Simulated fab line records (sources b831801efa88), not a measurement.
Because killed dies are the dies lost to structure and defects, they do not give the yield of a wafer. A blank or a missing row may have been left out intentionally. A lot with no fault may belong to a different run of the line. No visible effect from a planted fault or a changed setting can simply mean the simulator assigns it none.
Comparing a struck lot with a sound one    flow sky130    14 out of 708 route steps
Sound: these wafers, L556.3, L556.4, L556.5. Wafers struck: L568.2, L568.5, L568.6. The cause comes at the end.
For every step that has rows: the tool of each side, followed by ch and its chambers, followed by its first start. Under that, the readings that differ: sound wafers    struck wafers    difference of the means    sigmas: that difference in standard deviations of wafers without a fault.
alike: words and numbers the same on both sides, and readings whose means are apart by under 2 such deviations; not compared: readings that were withheld, readings missing a value for some wafer, numbers with overlapping values and no deviation given by the record, and bounds like >300 which may hide the same value.
The two part at a step that has a row with sigmas, a row that says differs or no value, or rows on one side only. Numbers that don't overlap but have no deviation are shown without sigmas and don't part them. A reading that every wafer of one side lacks parts them only if that side has two wafers or more.

SKY_METAL1_SPUTTER_01: material TiN, target thk 20 nm, time 16.7 s.
  sound: pvdSputter-02 at day 35 03:27; struck: pvdSputter-03 at day 38 17:01
  alike: chamberPressurePa, throttleValvePct
SKY_METAL1_SPUTTER_02: material AlCu, target thk 250 nm, time 13.3 s.
  sound: pvdSputter-02 at day 35 03:29; struck: pvdSputter-03 at day 38 17:02
  alike: chamberPressurePa, throttleValvePct
SKY_METAL1_SPUTTER_03: material Ti, target thk 5 nm, time 3.3 s.
  sound: pvdSputter-02 at day 35 03:30; struck: pvdSputter-03 at day 38 17:04
  alike: chamberPressurePa, throttleValvePct
SKY_METAL1_SPUTTER_04: material TiN, target thk 70 nm, time 58.3 s.
  sound: pvdSputter-02 at day 35 03:31; struck: pvdSputter-03 at day 38 17:05
  alike: chamberPressurePa, throttleValvePct
SKY_METAL1_RS_MEAS_05: uses a four-point probe to measure.
  sound: filmMetro-02 at day 35 03:37; struck: filmMetro-04 at day 38 17:09
  alike: METAL1_ALCU_RS
SKY_METAL1_THK_MEAS_06: measures by xrf.
  sound: filmMetro-02 at day 35 03:43; struck: filmMetro-04 at day 38 17:16
reading               sound              struck             difference  sigmas
METAL1_ALCU_THK (nm)  245.7 244.4 248.1  250.6 252.4 251.8  +5.5        +2
then, 6 steps without rows for these wafers: SKY_METAL1_DEHYDRATE_07 (time 60 s); SKY_METAL1_HMDS_08 (prime time 60 s); SKY_METAL1_COAT_09 (resist thk 60 nm); SKY_METAL1_COAT_10 (resist thk 450 nm); SKY_METAL1_SOFTBAKE_11 (time 90 s); SKY_METAL1_EXPOSE_12 (exposes mask MM1, target cd 140 nm).
SKY_METAL1_PEB_13:
  sound on lithoTrack-03 ch 0, day 36 06:00; struck on lithoTrack-03, day 39 18:00
reading         sound           struck  difference                     sigmas
exhaustPa (Pa)  45.1 46.4 46.3  - - -   no value on the struck wafers  
  not compared: chillPlateTempC
then, 1 step without rows for these wafers: SKY_METAL1_DEVELOP_14 (develop time 60 s).

## WHERE THEY PART
First at SKY_METAL1_THK_MEAS_06; last, within this record, at SKY_METAL1_PEB_13.

WHY: the cause the simulator had injected
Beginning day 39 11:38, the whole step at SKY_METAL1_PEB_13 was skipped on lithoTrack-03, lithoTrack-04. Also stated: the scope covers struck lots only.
